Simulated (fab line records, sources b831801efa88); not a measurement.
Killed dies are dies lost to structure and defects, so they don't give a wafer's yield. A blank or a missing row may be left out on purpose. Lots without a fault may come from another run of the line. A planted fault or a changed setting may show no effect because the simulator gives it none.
A struck lot beside a sound one | flow sky130 | 16 steps out of a route of 708
Sound: wafers L706.1, L706.2, L706.5. Struck: wafer L695.1. (L695.2, L695.5 of the same lot were not struck and are left out.) The cause comes at the end.
At each step with rows: each side's tool, then ch and its chambers, then its first start. Under that, the readings that differ: sound wafers | struck wafers | difference of the means | sigmas: that difference in standard deviations of wafers without a fault.
alike: readings whose means differ by less than 2 such deviations, and words and numbers that are the same on both sides. not compared: withheld readings, readings that some wafer has no value for, bounds like >300 that may hide the same value, and numbers for which the record gives no deviation and whose values overlap.
The two part at a step that has a row with sigmas, a row that says differs or no value, or rows on one side only. Numbers that don't overlap but have no deviation are shown without sigmas and don't part them. A reading that every wafer of one side lacks parts them only if that side has two wafers or more.

first, 3 steps without rows for these wafers: SKY_METAL1_EXPOSE_12 (exposes mask MM1, target cd 140 nm); SKY_METAL1_PEB_13; SKY_METAL1_DEVELOP_14 (develop time 60 s).
SKY_METAL1_CD_MEAS_15: target cd 140 nm.
  sound on cd_sem-02, day 37 20:35; struck on cd_sem-02, day 34 20:59
  reading    | sound             | struck | difference | sigmas
  cd_nm (nm) | 143.3 142.7 142.7 | 139.5  | -3.4       | -3
SKY_METAL1_OVL_MEAS_16:
  sound on overlay-01, day 37 20:43; struck on overlay-01, day 34 21:06
  reading         | sound      | struck | difference | sigmas
  METAL1_OVL (nm) | -8 -11 -16 | 0      | +12        | +2
SKY_METAL1_DESCUM_17: chemistry O2, time 8 s.
  sound on rie_metal-02 ch 0,1, day 37 20:44; struck on rie_metal-02 ch 0, day 34 21:08
  alike: drypump_motor_current_A, oes_product_au, rf_fwd_power_W
  not compared: rf_hours_counter_h
SKY_METAL1_ETCH_18: etches BARC in N2/H2, stops on SiO2, time 45.9 s, target depth 60 nm.
  sound on rie_metal-02 ch 0,1, day 37 20:46; struck on rie_metal-02 ch 0, day 34 21:10
  alike: drypump_motor_current_A, oes_product_au, rf_fwd_power_W, throttle_valve_pct
  not compared: rf_hours_counter_h
SKY_METAL1_METAL_ETCH_19: etches the open film in Cl2/BCl3, stops on SiO2, target depth 360 nm, time 78 s.
  sound on rie_metal-02 ch 0,1, day 37 20:50; struck on rie_metal-02 ch 0, day 34 21:14
  reading               | sound             | struck | difference | sigmas
  oes_product_au (a.u.) | 0.854 0.855 0.860 | 0.844  | -0.012     | -2
  alike: drypump_motor_current_A, rf_fwd_power_W, throttle_valve_pct
  not compared: rf_hours_counter_h
SKY_METAL1_STRIP_20: strips in O2/N2.
  sound on plasma_asher-02 ch 0,1, day 37 20:56; struck on plasma_asher-01 ch 0, day 34 21:19
  alike: drypump_motor_current_A, oes_product_au, strip_time_to_endpoint_s
  not compared: rf_hours_counter_h
then, 3 steps without rows for these wafers: SKY_METAL1_STRIP_21 (strips in post etch residue remover, time 1200 s); SKY_METAL1_CLEAN_22 (cleans in IPA, time 180 s); SKY_METAL1_CLEAN_23 (cleans in O3/DIW).
SKY_VIA1_HDPCVD_00: deposits SiO2, target thk 1030 nm, time 171.7 s.
  sound on hdpcvd-02 ch 0,2, day 37 21:31; struck on hdpcvd-01 ch 2, day 34 21:55
  reading                                  | sound          | struck | difference | sigmas
  model.SiO2_of_VIA1_HDPCVD_00.thk_nm (nm) | 1022 1019 1037 | 753.7  | -272.3     |
SKY_VIA1_THK_MEAS_01:
  sound on film_metro-04, day 37 21:41; struck on film_metro-04, day 34 22:15
  reading              | sound          | struck | difference | sigmas
  VIA1_HDPCVD_THK (nm) | 1023 1019 1037 | 753    | -273       | -25
  not compared: hold
SKY_VIA1_CMP_02: polishes SiO2.
  sound on cmp-01 ch 0,3, day 37 21:45; struck on cmp-02 ch 0, day 35 02:51
  reading | sound | struck                   | difference                   | sigmas
  hold    | - - - | await_dispo/2.4h/release | no value on the sound wafers |
  alike: motor_current_A
-- the record jumps here: 12 days lie between the struck wafers' starts before and after (it left off in module VIA1 and takes up again in module PAD_OPEN, whose first step shown is number 708 of the route) --
SKY_PAD_OPEN_PROBE_99:
  sound on prober-01, day 49 13:28; struck on prober-02, day 47 05:42
  alike: defect_limited_yield, killed_at_M0_to_M3, killed_at_M4_up, killed_at_contacts, killed_at_front_end, killed_at_other, killed_dies, killed_open, killed_short, sort_bin_3_pad_short, sort_bin_5_function, sort_bin_6_memory, sort_n_pass, sort_yield_pct

WHERE THEY PART
First at SKY_METAL1_CD_MEAS_15; last, within this record, at SKY_VIA1_CMP_02. Later steps at which nothing parts them and some readings are alike: SKY_PAD_OPEN_PROBE_99.

WHY: what the simulator had put in
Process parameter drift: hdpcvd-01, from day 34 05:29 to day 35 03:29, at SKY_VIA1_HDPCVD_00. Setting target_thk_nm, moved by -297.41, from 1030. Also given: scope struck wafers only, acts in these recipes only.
